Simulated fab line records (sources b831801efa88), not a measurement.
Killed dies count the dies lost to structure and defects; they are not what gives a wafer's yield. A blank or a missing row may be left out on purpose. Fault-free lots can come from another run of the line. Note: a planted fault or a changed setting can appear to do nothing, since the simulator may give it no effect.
Which tool was responsible? / flow sky130 / Sampling: 11 lots, 33 wafers, 2 of 708 route steps

== WHAT EACH GAUGE READ, for each wafer ==
SKY_PASSIVATION_THK_MEAS_01.
lot=L102; measured=day 44 11:51; on=film_metro-01; PASSIVATION_CVD_00_THK (nm)=91.0 89.0 91.6
lot=L103; measured=day 44 17:36; on=film_metro-04; PASSIVATION_CVD_00_THK (nm)=89.2 86.3 92.0
lot=L104; measured=day 44 22:50; on=film_metro-03; PASSIVATION_CVD_00_THK (nm)=88.0 89.7 91.4
lot=L105; measured=day 45 10:34; on=film_metro-03; PASSIVATION_CVD_00_THK (nm)=88.2 90.7 91.3
lot=L108; measured=day 45 20:43; on=film_metro-03; PASSIVATION_CVD_00_THK (nm)=91.5 90.4 92.1
lot=L111; measured=day 46 23:07; on=film_metro-03; PASSIVATION_CVD_00_THK (nm)=90.4 92.2 89.9
lot=L115; measured=day 47 23:45; on=film_metro-03; PASSIVATION_CVD_00_THK (nm)=91.9 89.3 90.1
lot=L117; measured=day 48 08:58; on=film_metro-01; PASSIVATION_CVD_00_THK (nm)=88.8 91.8 87.8
lot=L118; measured=day 48 10:14; on=film_metro-04; PASSIVATION_CVD_00_THK (nm)=90.7 90.6 92.3
lot=L121; measured=day 49 05:51; on=film_metro-03; PASSIVATION_CVD_00_THK (nm)=89.3 91.6 90.1
lot=L123; measured=day 49 13:32; on=film_metro-04; PASSIVATION_CVD_00_THK (nm)=90.6 91.0 91.3

== TOOL THAT RAN EACH LOT (tool first, then ch and the chambers of the sampled wafers, then the start) ==
lot=L102; SKY_VIA4_STRIP_13=plasma_asher-02 ch 0,1, day 43 10:50
lot=L103; SKY_VIA4_STRIP_13=plasma_asher-02 ch 0,1, day 43 16:32
lot=L104; SKY_VIA4_STRIP_13=plasma_asher-03 ch 0,1, day 43 22:14
lot=L105; SKY_VIA4_STRIP_13=plasma_asher-03 ch 0,1, day 44 09:28
lot=L108; SKY_VIA4_STRIP_13=plasma_asher-01 ch 0,1, day 44 20:05
lot=L111; SKY_VIA4_STRIP_13=plasma_asher-01 ch 1, day 46 00:14
lot=L115; SKY_VIA4_STRIP_13=plasma_asher-03 ch 0,1, day 47 01:14
lot=L117; SKY_VIA4_STRIP_13=plasma_asher-02 ch 0,1, day 47 11:02
lot=L118; SKY_VIA4_STRIP_13=plasma_asher-03 ch 0,1, day 47 12:47
lot=L121; SKY_VIA4_STRIP_13=plasma_asher-03 ch 0,1, day 48 07:49
lot=L123; SKY_VIA4_STRIP_13=plasma_asher-02 ch 0,1, day 48 16:56
- SKY_VIA4_STRIP_13: strips in O2/N2.

== AS READ BY THE TOOLS THEMSELVES (means over the sampled wafers that have a number; for cases with no such wafer, the mark the record gives instead) ==
SKY_VIA4_STRIP_13.
lot=L102; tool=plasma_asher-02; drypump_motor_current_A (A)=5.6; oes_product_au (a.u.)=0.709; strip_time_to_endpoint_s (s)=12.78
lot=L103; tool=plasma_asher-02; drypump_motor_current_A (A)=5.4; oes_product_au (a.u.)=0.708; strip_time_to_endpoint_s (s)=12.77
lot=L104; tool=plasma_asher-03; drypump_motor_current_A (A)=5.8; oes_product_au (a.u.)=0.710; strip_time_to_endpoint_s (s)=12.80
lot=L105; tool=plasma_asher-03; drypump_motor_current_A (A)=6.0; oes_product_au (a.u.)=0.711; strip_time_to_endpoint_s (s)=12.79
lot=L108; tool=plasma_asher-01; drypump_motor_current_A (A)=5.5; oes_product_au (a.u.)=0.710; strip_time_to_endpoint_s (s)=12.82
lot=L111; tool=plasma_asher-01; drypump_motor_current_A (A)=5.2; oes_product_au (a.u.)=0.713; strip_time_to_endpoint_s (s)=12.85
lot=L115; tool=plasma_asher-03; drypump_motor_current_A (A)=5.9; oes_product_au (a.u.)=0.704; strip_time_to_endpoint_s (s)=12.83
lot=L117; tool=plasma_asher-02; drypump_motor_current_A (A)=5.4; oes_product_au (a.u.)=0.709; strip_time_to_endpoint_s (s)=12.79
lot=L118; tool=plasma_asher-03; drypump_motor_current_A (A)=5.9; oes_product_au (a.u.)=0.715; strip_time_to_endpoint_s (s)=12.76
lot=L121; tool=plasma_asher-03; drypump_motor_current_A (A)=6.0; oes_product_au (a.u.)=0.709; strip_time_to_endpoint_s (s)=12.81
lot=L123; tool=plasma_asher-02; drypump_motor_current_A (A)=5.6; oes_product_au (a.u.)=0.709; strip_time_to_endpoint_s (s)=12.82

== THE ANSWER, worked out from the rows above alone ==
Rule: what is usual is taken from the lots themselves. Put in order of their means at a reading, lots are off if they are a third of the lots or fewer, leave a main group of 4 or more, and stand apart from it by a gap of 3 or more times the standard deviation of the main group's means; of several such gaps the widest counts. Not used: any main group whose means are identical at the precision the tables above print for the reading. Also off: a lot with no number at a reading for which 4 or more lots have one. Any other lot the step has rows for is counted as sound. First the gauges in route order, then the tools' own readings, where a lot's mean is used as printed above. The first step at which some lot is off is used, and at that step the reading that is off furthest; a lot without a number counts as furthest.
None of the lots is off at any reading shown; this tells nothing.

== WHAT WAS PUT IN BY THE SIMULATOR ==
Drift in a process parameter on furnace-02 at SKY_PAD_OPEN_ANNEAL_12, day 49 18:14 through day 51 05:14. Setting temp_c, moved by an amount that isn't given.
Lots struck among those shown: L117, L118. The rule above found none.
